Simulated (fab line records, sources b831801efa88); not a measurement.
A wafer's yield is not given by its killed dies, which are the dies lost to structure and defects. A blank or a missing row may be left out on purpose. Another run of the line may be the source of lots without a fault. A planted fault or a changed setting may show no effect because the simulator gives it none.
A struck lot beside a sound one -- flow gf180mcu -- 16 out of 602 route steps
Sound: these wafers, L708.2, L708.5, L708.6. Struck: wafer L718.2 (L718.1, L718.6, from the same lot, were not struck and are left out); the cause is given at the end.
Order at every step that has rows: each side's tool, ch and its chambers, its first start. Under that, the readings that differ: sound wafers -- struck wafers -- difference of the means -- sigmas: that difference in standard deviations of wafers without a fault.
alike: words and numbers the same on both sides, and readings whose means are apart by under 2 such deviations; not compared: readings that were withheld, readings missing a value for some wafer, numbers with overlapping values and no deviation given by the record, and bounds like >300 which may hide the same value.
The two part at a step that has a row with sigmas, a row that says differs or no value, or rows on one side only. Numbers that have no deviation but don't overlap get no sigmas and don't part them. Lack of a reading on every wafer of one side parts them only where that side has two or more wafers.

GF_MIM_STRIP_20: strips in O2/N2.
  sound on plasma asher-03 ch 0,1, day 26 21:26; struck on plasma asher-04 ch 0, day 29 23:21
  alike: drypump motor current A, heater power w, oes product au, strip time to endpoint s
  not compared: rf hours counter h
then, 9 steps without rows for these wafers: GF_MIM_STRIP_21 (strips in post etch residue remover, time 1200 s); GF_MIM_CLEAN_22 (cleans in DIW); GF_M5_DEHYDRATE_00 (time 60 s); GF_M5_HMDS_01 (prime time 60 s); GF_M5_COAT_02 (resist thk 1000 nm); GF_M5_SOFTBAKE_03 (time 60 s); GF_M5_EXPOSE_04 (exposes mask Metal5, target cd 280 nm); GF_M5_PEB_05 (peb time 90 s); GF_M5_DEVELOP_06 (develop time 60 s).
GF_M5_CD_MEAS_07 targets a cd of 280 nm.
  sound on cd sem-01, day 27 18:47; struck on cd sem-01, day 30 18:13
  alike: cd nm
GF_M5_OVL_MEAS_08:
  sound on overlay-02, day 27 18:54; struck on overlay-01, day 30 18:20
  alike: M5_OVL
GF_M5_ETCH_09: etches Si3N4 in CF4/O2, target depth 52 nm, time 11.6 s.
  sound on rie diel-03 ch 0,3, day 27 18:56; struck on rie diel-03 ch 0, day 30 18:23
reading,sound,struck,difference,sigmas
model.etch.depth nm (nm),50.92 50.94 50.88,27.8,-23.1,
model.KrF_of_M5_COAT_02.thk nm (nm),950.1 952.9 952.7,969,+17,
  alike: drypump motor current A, oes product au, throttle valve pct
  not compared: rf hours counter h
GF_M5_METAL_ETCH_10: etches the open film in Cl2/BCl3, stops on SiO2, target depth 750.8 nm, time 125.1 s.
  sound on rie metal-01 ch 0,1, day 27 18:57; struck on rie metal-03 ch 0, day 30 18:24
reading,sound,struck,difference,sigmas
model.KrF_of_M5_COAT_02.thk nm (nm),652 660.3 656.1,662.8,+6.7,
  alike: drypump motor current A, oes product au, throttle valve pct
  not compared: rf hours counter h
GF_M5_STRIP_11: strips in O2/N2.
  sound on plasma asher-04 ch 0,1, day 27 19:05; struck on plasma asher-03 ch 1, day 30 18:32
reading,sound,struck,difference,sigmas
heater power w (W),265 322 272,381,+95,+3
  alike: drypump motor current A, oes product au, strip time to endpoint s
  not compared: rf hours counter h
after that, 1 step had no rows for these wafers: GF_PASSIVATION_PROBE_99.

WHERE THEY PART
Within this record, at GF_M5_STRIP_11 only.

WHY: what the simulator had put in
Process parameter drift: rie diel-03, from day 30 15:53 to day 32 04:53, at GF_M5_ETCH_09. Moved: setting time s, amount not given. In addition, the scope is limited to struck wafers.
